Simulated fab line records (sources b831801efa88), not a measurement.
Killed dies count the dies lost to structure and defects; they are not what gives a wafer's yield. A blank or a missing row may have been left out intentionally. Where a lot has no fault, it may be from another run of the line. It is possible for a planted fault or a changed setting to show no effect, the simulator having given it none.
Matching of chambers -- flow sky130 -- 4 sister chambers for SKY_VIA3_CMP_02 on cmp-01
The step polishes SiO2. 16 wafers are shown with their chamber, then 8 later ones without.

WAFERS WITH THEIR CHAMBER
wafer,chamber,motorCurrentA (A),slurryFilterDpKPa (kPa)
L851.2,3,10.6,13.63
L851.3,1,12.6,13.68
L851.6,1,12.4,13.50
L852.1,3,10.5,13.42
L852.4,0,12.8,13.70
L852.6,2,10.6,13.79
L853.4,0,12.5,13.36
L853.5,3,10.4,13.33
L853.6,0,12.2,13.56
L857.2,3,9.9,13.78
L857.3,1,12.8,13.48
L857.6,0,12.6,13.71
L859.2,1,12.0,13.60
L859.3,0,12.7,13.28
L859.5,2,10.4,13.61
L860.1,1,11.6,13.56

SIGNATURES (means of the wafers above)
reading,chamber 0,chamber 1,chamber 2,chamber 3,scatter within a chamber
motorCurrentA,12.560,12.280,10.500,10.350,0.348
slurryFilterDpKPa,13.5220,13.5640,13.7000,13.5400,0.163
Rule: a wafer lies at a distance from a chamber equal to the root of the sum of squares, over the readings, of (its reading less the chamber's mean, divided by the reading's scatter). The wafer belongs to the nearest chamber; if the next one is less than 2 further off, it can't be placed. The scatter: take each reading less its chamber's mean, square it, sum over the shown wafers, divide by the number of wafers less the number of chambers, and take the root.

WAFERS WITHOUT THEIR CHAMBER
wafer,motorCurrentA (A),slurryFilterDpKPa (kPa)
L860.3,12.3,13.47
L860.5,11.9,13.27
L861.1,10.0,13.52
L861.3,10.8,13.58
L861.6,12.4,13.74
L869.4,12.7,13.49
L869.5,12.1,13.59
L869.6,12.6,13.55

WHICH CHAMBER EACH WENT THROUGH
wafer,from the rows above,in truth
L860.3,can't be placed: 1 or 0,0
L860.5,can't be placed: 1 or 0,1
L861.1,can't be placed: 3 or 2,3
L861.3,can't be placed: 2 or 3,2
L861.6,can't be placed: 1 or 0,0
L869.4,can't be placed: 0 or 1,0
L869.5,can't be placed: 1 or 0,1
L869.6,can't be placed: 0 or 1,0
Correctly placed: 0 of 8. From these rows, 8 cannot be placed; in 8 the true chamber is one of the candidates. 0 placed wrongly.
